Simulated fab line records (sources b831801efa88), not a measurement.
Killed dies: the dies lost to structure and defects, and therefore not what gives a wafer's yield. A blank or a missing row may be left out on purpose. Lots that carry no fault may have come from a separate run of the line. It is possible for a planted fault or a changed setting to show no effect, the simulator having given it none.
2 desks, one fault | flow sky130 | each desk holds nothing but its own numbers, with what lay behind them at the end

FOR THE TOOL OWNER'S DESK: lpcvd-02
The tool's own readings at SKY_SONOS_ONO_CVD_02 (deposits Si3N4 from DCS/NH3, target thk 10.5 nm, time 180 s): means of the sampled wafers that have a number, for each lot that ran on this tool. If a lot's mean is further than 4 standard deviations from the usual mean, the lot is out of limits and carries the mark OUT (the distance appears in the brackets).
Columns: A = pressure-mtorr at SKY_SONOS_ONO_CVD_02, usual 250.1 mTorr; B = zone-power-bottom-pct at SKY_SONOS_ONO_CVD_02, usual 20.51 %
lot  | first seen here | A                       | B
L518 | day 11 12:25    | 249.8                   | 20.39
L519 | day 11 17:23    | 250.3                   | 20.41
L520 | day 12 03:29    | 200.7 (-99 or more) OUT | 20.54
L521 | day 12 15:50    | 199.9 (-99 or more) OUT | 20.44
L530 | day 16 04:37    | 250.1                   | 20.58
L531 | day 16 04:37    | 249.9                   | 20.50
L533 | day 16 19:49    | 249.8                   | 20.58
L534 | day 17 04:22    | 250.0                   | 20.39
L535 | day 17 07:56    | 250.2                   | 20.35
L539 | day 18 16:44    | 251.0                   | 20.35
L540 | day 19 04:46    | 249.6                   | 20.47
L541 | day 19 04:46    | 249.8                   | 20.42
This desk's verdict: out of limits on L520, L521, starting with L520 at day 12 03:29 (pressure-mtorr at SKY_SONOS_ONO_CVD_02). L518, L519, L530, L531, L533, L534, L535, L539, L540, L541: within limits.

METROLOGY DESK
What the gauges read, lot by lot, whatever tool the lot ran on: means of the sampled wafers that have a number. If a lot's mean is further than 4 standard deviations from the usual mean, the lot is out of limits and carries the mark OUT (the distance appears in the brackets).
Columns: A = SONOS_ONO_CVD_02_THK at SKY_SONOS_ONO_THK_MEAS_03, usual 10.50 nm; B = LDD_P_OVL at SKY_LDD_P_OVL_MEAS_08, usual -0.2 nm
lot  | first seen here | A               | B
L518 | day 11 13:28    | 10.60           | -1.3
L519 | day 11 18:26    | 10.62           | 0.4
L520 | day 12 04:32    | 9.75 (-4.7) OUT | -0.1
L521 | day 12 16:54    | 10.03           | -3.1
L530 | day 16 05:40    | 10.61           | -2.4
L531 | day 16 05:40    | 10.74           | -0.2
L533 | day 16 20:52    | 10.45           | -1.3
L534 | day 17 05:26    | 10.61           | -0.7
L535 | day 17 09:00    | 10.59           | 0.3
L539 | day 18 17:48    | 10.62           | 1.0
L540 | day 19 05:49    | 10.36           | -0.8
L541 | day 19 05:50    | 10.48           | 1.4
This desk's result: L520 out of limits, first on L520 (SONOS_ONO_CVD_02_THK at SKY_SONOS_ONO_THK_MEAS_03), day 12 04:32. L518, L519, L521, L530, L531, L533, L534, L535, L539, L540, L541: within limits.

TAKEN TOGETHER
An alarm could have come from the tool owner's desk at day 12 03:29, on L520, L521.
L520 would have let the metrology desk raise an alarm at day 12 04:32.
The metrology desk has L521 on record, within its limits.
The lots listed all ran SKY_SONOS_ONO_CVD_02 on lpcvd-02.

WHAT HAD BEEN PUT IN BY THE SIMULATOR
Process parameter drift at SKY_SONOS_ONO_CVD_02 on lpcvd-02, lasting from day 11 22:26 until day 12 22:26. Setting pressure-mtorr shifted by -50 from 250. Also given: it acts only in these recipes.
Lots struck among those shown: L520, L521.
Hours from the fault's start to each desk's first reading out of limits: the tool owner's desk, 5; the metrology desk, 6.
